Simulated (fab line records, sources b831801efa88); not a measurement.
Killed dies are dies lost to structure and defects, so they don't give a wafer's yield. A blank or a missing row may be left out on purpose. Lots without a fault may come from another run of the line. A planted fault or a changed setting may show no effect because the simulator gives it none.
Which tool did it? | flow sky130 | 12 lots, 36 wafers sampled, at 5 steps of a route of 708

WHAT THE GAUGES READ, wafer by wafer
SKY_SD_N_CD_MEAS_07: target cd 380 nm.
lot  | measured     | on        | cd_nm (nm)
L790 | day 28 03:51 | cd_sem-02 | 377.7 378.6 379.2
L793 | day 29 03:50 | cd_sem-01 | 377.1 376.7 380.4
L794 | day 29 12:13 | cd_sem-01 | 380.5 377.6 380.0
L795 | day 29 23:14 | cd_sem-01 | 380.4 380.0 377.9
L796 | day 30 02:46 | cd_sem-02 | 379.6 378.8 380.6
L798 | day 30 17:17 | cd_sem-02 | 375.9 373.8 378.6
L801 | day 31 08:21 | cd_sem-02 | 382.6 382.3 381.1
L802 | day 31 16:32 | cd_sem-01 | 376.9 377.9 376.8
L804 | day 32 06:24 | cd_sem-02 | 372.2 375.9 375.0
L805 | day 32 18:45 | cd_sem-01 | 380.1 381.3 382.0
L806 | day 33 09:54 | cd_sem-02 | 382.2 379.8 378.6
L813 | day 35 08:38 | cd_sem-01 | 382.1 384.7 383.8

SKY_LI_CONTACT_RS_MEAS_22: measures by four-point-probe.
lot  | measured     | on            | LI_CONTACT_W_RS (ohm/sq)
L790 | day 29 10:32 | film_metro-01 | 0.280 0.289 0.281
L793 | day 30 10:20 | film_metro-01 | 0.274 0.284 0.285
L794 | day 30 18:32 | film_metro-02 | 0.288 0.286 0.283
L795 | day 31 05:04 | film_metro-02 | 0.289 0.285 0.276
L796 | day 31 08:25 | film_metro-03 | 0.288 0.285 0.283
L798 | day 31 22:43 | film_metro-01 | 0.285 0.284 0.282
L801 | day 32 13:14 | film_metro-03 | 0.284 0.286 0.283
L802 | day 32 22:27 | film_metro-03 | 0.281 0.289 0.290
L804 | day 33 12:34 | film_metro-02 | 0.280 0.268 0.269
L805 | day 34 00:37 | film_metro-02 | 0.283 0.278 0.268
L806 | day 34 14:08 | film_metro-02 | 0.286 0.286 0.284
L813 | day 36 13:52 | film_metro-02 | 0.283 0.286 0.287

SKY_CONTACT_OVL_MEAS_15.
lot  | measured     | on         | CONTACT_OVL (nm)
L790 | day 31 18:58 | overlay-01 | 1 -1 -5
L793 | day 32 19:39 | overlay-01 | 1 -6 -2
L794 | day 33 02:17 | overlay-01 | 6 9 -2
L795 | day 33 13:40 | overlay-01 | 8 12 0
L796 | day 33 16:00 | overlay-01 | -1 1 -3
L798 | day 34 06:08 | overlay-01 | -4 8 5
L801 | day 34 21:35 | overlay-01 | -4 4 -6
L802 | day 35 05:59 | overlay-01 | 0 -3 -5
L804 | day 35 17:56 | overlay-02 | 7 4 8
L805 | day 36 05:59 | overlay-02 | 8 15 9
L806 | day 36 19:10 | overlay-02 | 5 -2 -1
L813 | day 38 18:41 | overlay-01 | -1 -7 -3

WHICH TOOL RAN EACH LOT (tool, then ch and the chambers of the sampled wafers, then the start)
lot  | SKY_LI_CONTACT_ETCH_14             | SKY_LI_CONTACT_CVD_21
L790 | rie_diel-01 ch 0,2, day 29 09:50   | cvd_w-01 ch 0,1, day 29 10:24
L793 | rie_diel-03 ch 1,2, day 30 09:39   | cvd_w-01 ch 0,1, day 30 10:13
L794 | rie_diel-02 ch 0,3, day 30 17:47   | cvd_w-02 ch 0,1, day 30 18:23
L795 | rie_diel-03 ch 0,1,2, day 31 04:23 | cvd_w-01 ch 0,1, day 31 04:56
L796 | rie_diel-01 ch 0,3, day 31 07:41   | cvd_w-02 ch 0,1, day 31 08:18
L798 | rie_diel-03 ch 2,3, day 31 22:02   | cvd_w-02 ch 0,1, day 31 22:35
L801 | rie_diel-03 ch 2,3, day 32 12:33   | cvd_w-01 ch 0, day 32 13:07
L802 | rie_diel-02 ch 0,1,3, day 32 21:44 | cvd_w-01 ch 0,1, day 32 22:20
L804 | rie_diel-02 ch 1,2, day 33 11:53   | cvd_w-01 ch 0,1, day 33 12:26
L805 | rie_diel-03 ch 0,1,3, day 33 23:56 | cvd_w-01 ch 0,1, day 34 00:29
L806 | rie_diel-02 ch 0,2,3, day 34 13:27 | cvd_w-02 ch 0,1, day 34 14:01
L813 | rie_diel-02 ch 1,3, day 36 13:08   | cvd_w-02 ch 0,1, day 36 13:44
- SKY_LI_CONTACT_ETCH_14: etches BARC in N2/H2, stops on SiO2, time 45.9 s, target depth 60 nm.
- SKY_LI_CONTACT_CVD_21: deposits W, target thk 400 nm, time 120.56 s.

WHAT THE TOOLS THEMSELVES READ (means of the sampled wafers that have a number; where no wafer has one, the mark that the record gives instead)
SKY_LI_CONTACT_ETCH_14.
lot  | tool        | chamber_pressure_mTorr (mTorr) | drypump_motor_current_A (A) | oes_product_au (a.u.) | throttle_valve_pct (%)
L790 | rie_diel-01 | 29.986                         | 5.8                         | 0.855                 | 13.219
L793 | rie_diel-03 | 29.992                         | 5.9                         | 0.851                 | 13.230
L794 | rie_diel-02 | 30.004                         | 5.6                         | 0.853                 | 13.223
L795 | rie_diel-03 | 29.994                         | 5.9                         | 0.858                 | 13.229
L796 | rie_diel-01 | 29.996                         | 5.7                         | 0.849                 | 13.224
L798 | rie_diel-03 | 29.981                         | 5.7                         | 0.855                 | 13.236
L801 | rie_diel-03 | 30.022                         | 5.7                         | 0.856                 | 13.226
L802 | rie_diel-02 | 29.985                         | 5.9                         | 0.860                 | 13.225
L804 | rie_diel-02 | 29.981                         | 5.4                         | 0.855                 | 13.229
L805 | rie_diel-03 | 29.994                         | 5.9                         | 0.859                 | 13.231
L806 | rie_diel-02 | 29.978                         | 5.4                         | 0.857                 | 13.222
L813 | rie_diel-02 | 29.994                         | 5.9                         | 0.853                 | 13.225

SKY_LI_CONTACT_CVD_21.
lot  | tool     | heater_power_w (W)
L790 | cvd_w-01 | 1008
L793 | cvd_w-01 | 1005
L794 | cvd_w-02 | 745
L795 | cvd_w-01 | 1027
L796 | cvd_w-02 | 787
L798 | cvd_w-02 | 750
L801 | cvd_w-01 | 1014
L802 | cvd_w-01 | 1029
L804 | cvd_w-01 | 1020
L805 | cvd_w-01 | 1027
L806 | cvd_w-02 | 768
L813 | cvd_w-02 | 746

THE ANSWER, worked out from the rows above alone
Rule: what is usual is taken from the lots themselves. Put in order of their means at a reading, lots are off if they are a third of the lots or fewer, leave a main group of 4 or more, and stand apart from it by a gap of 3 or more times the standard deviation of the main group's means; of several such gaps the widest counts. A main group whose means are all the same, to the digits that the tables above print for the reading, isn't used. A lot without any number at a reading at which 4 lots or more have one is off too. The other lots that the step has rows for count as sound. The gauges are gone through in route order, then the tools' own readings, and for those a lot's mean is taken as printed above. The first step at which some lot is off is used, and at that step the reading that is off furthest; a lot without a number counts as furthest.
Off: L804, L805, at SKY_LI_CONTACT_RS_MEAS_22 (LI_CONTACT_W_RS). The main group: mean 0.284 ohm/sq, standard deviation 0.0015.
A tool fits if, at a process step before that reading, it ran every lot that is off, and no sound lot after the first of them. The gauges at SKY_LI_CONTACT_RS_MEAS_22 are tried like those tools. One fits: cvd_w-01 at SKY_LI_CONTACT_CVD_21. Its last sound lot is L802 (day 32 22:20), its first lot that is off L804 (day 33 12:26): a fault that began between those two fits.

WHAT THE SIMULATOR HAD PUT IN
Process parameter drift: cvd_w-01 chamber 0, from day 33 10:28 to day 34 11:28, at SKY_LI_CONTACT_CVD_21. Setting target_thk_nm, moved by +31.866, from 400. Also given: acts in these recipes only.
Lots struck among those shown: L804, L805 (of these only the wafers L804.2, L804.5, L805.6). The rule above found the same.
